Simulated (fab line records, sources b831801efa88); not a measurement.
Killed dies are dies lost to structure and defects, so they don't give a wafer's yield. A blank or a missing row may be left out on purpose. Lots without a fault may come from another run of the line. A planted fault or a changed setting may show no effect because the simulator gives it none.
Which tool did it? | flow sky130 | 12 lots, 36 wafers sampled, at 2 steps of a route of 708

WHAT THE GAUGES READ, wafer by wafer
SKY_VT_ADJUST_PCH_TW_MEAS_10.
lot  | measured     | on            | VT_ADJUST_PCH_TW
L820 | day 10 18:47 | film_metro-04 | 144.9 144.7 144.6
L823 | day 11 20:33 | film_metro-01 | 140.9 141.4 141.2
L825 | day 12 06:44 | film_metro-03 | 143.5 143.7 143.1
L826 | day 12 09:35 | film_metro-01 | 141.7 141.3 142.0
L828 | day 12 23:51 | film_metro-01 | 141.5 141.7 141.9
L829 | day 13 09:26 | film_metro-01 | 140.1 140.3 141.9
L831 | day 14 01:54 | film_metro-03 | 142.9 142.0 141.9
L833 | day 14 16:17 | film_metro-01 | 141.5 142.6 143.1
L835 | day 15 06:08 | film_metro-01 | 141.1 140.9 141.6
L837 | day 16 01:45 | film_metro-03 | 143.6 143.9 143.4
L838 | day 16 16:35 | film_metro-03 | 143.4 143.5 143.7
L840 | day 17 01:13 | film_metro-03 | 141.9 143.6 143.2

WHICH TOOL RAN EACH LOT (tool, then ch and the chambers of the sampled wafers, then the start)
lot  | SKY_VT_ADJUST_HVTR_STRIP_10
L820 | plasma_asher-01 ch 0,1, day 9 19:39
L823 | plasma_asher-01 ch 0,1, day 10 19:08
L825 | plasma_asher-01 ch 0,1, day 11 06:32
L826 | plasma_asher-01 ch 0,1, day 11 09:21
L828 | plasma_asher-03 ch 0,1, day 11 23:27
L829 | plasma_asher-03 ch 0,1, day 12 08:42
L831 | plasma_asher-03 ch 0,1, day 13 00:07
L833 | plasma_asher-03 ch 0,1, day 13 13:22
L835 | plasma_asher-01 ch 0,1, day 14 03:21
L837 | plasma_asher-03 ch 0,1, day 14 22:30
L838 | plasma_asher-03 ch 1, day 15 12:49
L840 | plasma_asher-01 ch 1, day 15 20:46
- SKY_VT_ADJUST_HVTR_STRIP_10: strips in O2/N2.

WHAT THE TOOLS THEMSELVES READ (means of the sampled wafers that have a number; where no wafer has one, the mark that the record gives instead)
SKY_VT_ADJUST_HVTR_STRIP_10.
lot  | tool            | drypump_motor_current_A (A) | n2_flow_sccm (sccm) | oes_product_au (a.u.) | strip_time_to_endpoint_s (s)
L820 | plasma_asher-01 | 6.5                         | 300.6               | 0.720                 | 14.19
L823 | plasma_asher-01 | 6.5                         | 300.4               | 0.713                 | 14.17
L825 | plasma_asher-01 | 6.5                         | 300.6               | 0.717                 | 14.19
L826 | plasma_asher-01 | 6.3                         | 298.4               | 0.719                 | 14.18
L828 | plasma_asher-03 | 5.8                         | 299.5               | 0.716                 | 14.13
L829 | plasma_asher-03 | 5.8                         | 299.9               | 0.715                 | 14.18
L831 | plasma_asher-03 | 5.8                         | 300.6               | 0.717                 | 14.12
L833 | plasma_asher-03 | 5.8                         | 299.6               | 0.717                 | 14.25
L835 | plasma_asher-01 | 6.5                         | 299.7               | 0.715                 | 14.12
L837 | plasma_asher-03 | 5.8                         | 299.4               | 0.715                 | 14.20
L838 | plasma_asher-03 | 5.7                         | 299.7               | 0.716                 | 14.22
L840 | plasma_asher-01 | 6.7                         | 299.8               | 0.712                 | 14.16

THE ANSWER, worked out from the rows above alone
Rule: what is usual is taken from the lots themselves. Put in order of their means at a reading, lots are off if they are a third of the lots or fewer, leave a main group of 4 or more, and stand apart from it by a gap of 3 or more times the standard deviation of the main group's means; of several such gaps the widest counts. A main group whose means are all the same, to the digits that the tables above print for the reading, isn't used. A lot without any number at a reading at which 4 lots or more have one is off too. The other lots that the step has rows for count as sound. The gauges are gone through in route order, then the tools' own readings, and for those a lot's mean is taken as printed above. The first step at which some lot is off is used, and at that step the reading that is off furthest; a lot without a number counts as furthest.
No lot is off at any reading shown: from this, nothing can be told.

WHAT THE SIMULATOR HAD PUT IN
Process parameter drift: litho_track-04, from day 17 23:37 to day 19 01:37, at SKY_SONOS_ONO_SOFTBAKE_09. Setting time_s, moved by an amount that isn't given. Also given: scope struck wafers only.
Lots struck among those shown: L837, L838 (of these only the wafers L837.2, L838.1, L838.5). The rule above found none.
